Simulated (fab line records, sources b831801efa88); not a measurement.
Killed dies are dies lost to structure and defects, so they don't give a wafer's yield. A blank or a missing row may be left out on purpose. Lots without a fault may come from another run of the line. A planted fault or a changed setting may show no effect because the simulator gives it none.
A struck lot beside a sound one | flow sky130 | 17 steps out of a route of 708
Sound: wafers L911.1, L911.4, L911.5. Struck: wafers L906.4, L906.6. (L906.1 of the same lot was not struck and is left out.) The cause comes at the end.
At each step with rows: each side's tool, then ch and its chambers, then its first start. Under that, the readings that differ: sound wafers | struck wafers | difference of the means | sigmas: that difference in standard deviations of wafers without a fault.
alike: readings whose means differ by less than 2 such deviations, and words and numbers that are the same on both sides. not compared: withheld readings, readings that some wafer has no value for, bounds like >300 that may hide the same value, and numbers for which the record gives no deviation and whose values overlap.
The two part at a step that has a row with sigmas, a row that says differs or no value, or rows on one side only. Numbers that don't overlap but have no deviation are shown without sigmas and don't part them. A reading that every wafer of one side lacks parts them only if that side has two wafers or more.

first, 3 steps without rows for these wafers: SKY_VIA2_EXPOSE_09 (exposes mask VIM2, target cd 200 nm); SKY_VIA2_PEB_10; SKY_VIA2_DEVELOP_11 (develop time 60 s).
SKY_VIA2_CD_MEAS_12: target cd 200 nm.
  sound on cd_sem-01, day 41 00:07; struck on cd_sem-01, day 39 15:53
  alike: cd_nm
SKY_VIA2_OVL_MEAS_13:
  sound on overlay-02, day 41 00:14; struck on overlay-02, day 39 16:00
  alike: VIA2_OVL
SKY_VIA2_ETCH_14: etches BARC in N2/H2, stops on SiO2, time 45.9 s, target depth 60 nm.
  sound on rie_diel-02 ch 0,2,3, day 41 00:17; struck on rie_diel-02 ch 1,3, day 39 16:02
  alike: drypump_motor_current_A, oes_product_au, throttle_valve_pct
  not compared: rf_hours_counter_h
SKY_VIA2_ETCH_15: etches SiO2 in C4F8/O2/Ar, stops on TiN, target depth 546 nm, time 84 s.
  sound on rie_diel-02 ch 0,2,3, day 41 00:19; struck on rie_diel-02 ch 1,3, day 39 16:05
  alike: oes_product_au
  not compared: rf_hours_counter_h
SKY_VIA2_STRIP_16: strips in O2/N2.
  sound on plasma_asher-01 ch 0,1, day 41 00:23; struck on plasma_asher-04 ch 0,1, day 39 16:08
  alike: drypump_motor_current_A, oes_product_au, strip_time_to_endpoint_s
  not compared: rf_hours_counter_h
then, 3 steps without rows for these wafers: SKY_VIA2_STRIP_17 (strips in post etch residue remover, time 1200 s); SKY_VIA2_CLEAN_18 (cleans in IPA, time 180 s); SKY_VIA2_CLEAN_19 (cleans in O3/DIW).
SKY_VIA2_SPUTTER_20: material TiN, target thk 20 nm, time 80 s.
  sound on pvd_sputter-01, day 41 01:01; struck on pvd_sputter-03, day 39 16:50
  alike: throttle_valve_pct
SKY_VIA2_CVD_21: deposits W, target thk 420 nm, time 126.4 s.
  sound on cvd_w-01 ch 1, day 41 01:04; struck on cvd_w-02 ch 1, day 39 16:53
  alike: heater_power_outer_w, heater_power_w
SKY_VIA2_RS_MEAS_22: measures by four-point-probe.
  sound on film_metro-04, day 41 01:12; struck on film_metro-02, day 39 17:01
  reading            | sound                | struck        | difference | sigmas
  VIA2_W_RS (ohm/sq) | 0.2709 0.2707 0.2713 | 0.4212 0.4141 | +0.1467    | +51
SKY_VIA2_THK_MEAS_23: measures by xrf.
  sound on film_metro-04, day 41 01:19; struck on film_metro-02, day 39 17:08
  reading         | sound       | struck  | difference | sigmas
  VIA2_W_THK (nm) | 418 420 417 | 302 306 | -114       | -11
SKY_VIA2_CMP_24: polishes, stops on SiO2, t overpolish 20 s, target thk 0 nm.
  sound on cmp-01 ch 0,1,2, day 41 01:29; struck on cmp-01 ch 0,2, day 39 17:18
  alike: motor_current_A, overpolish_run_s, time_to_endpoint_s
then, 1 step without rows for these wafers: SKY_PAD_OPEN_PROBE_99.

WHERE THEY PART
First at SKY_VIA2_RS_MEAS_22; last, within this record, at SKY_VIA2_THK_MEAS_23. Later steps at which nothing parts them and some readings are alike: SKY_VIA2_CMP_24.

WHY: what the simulator had put in
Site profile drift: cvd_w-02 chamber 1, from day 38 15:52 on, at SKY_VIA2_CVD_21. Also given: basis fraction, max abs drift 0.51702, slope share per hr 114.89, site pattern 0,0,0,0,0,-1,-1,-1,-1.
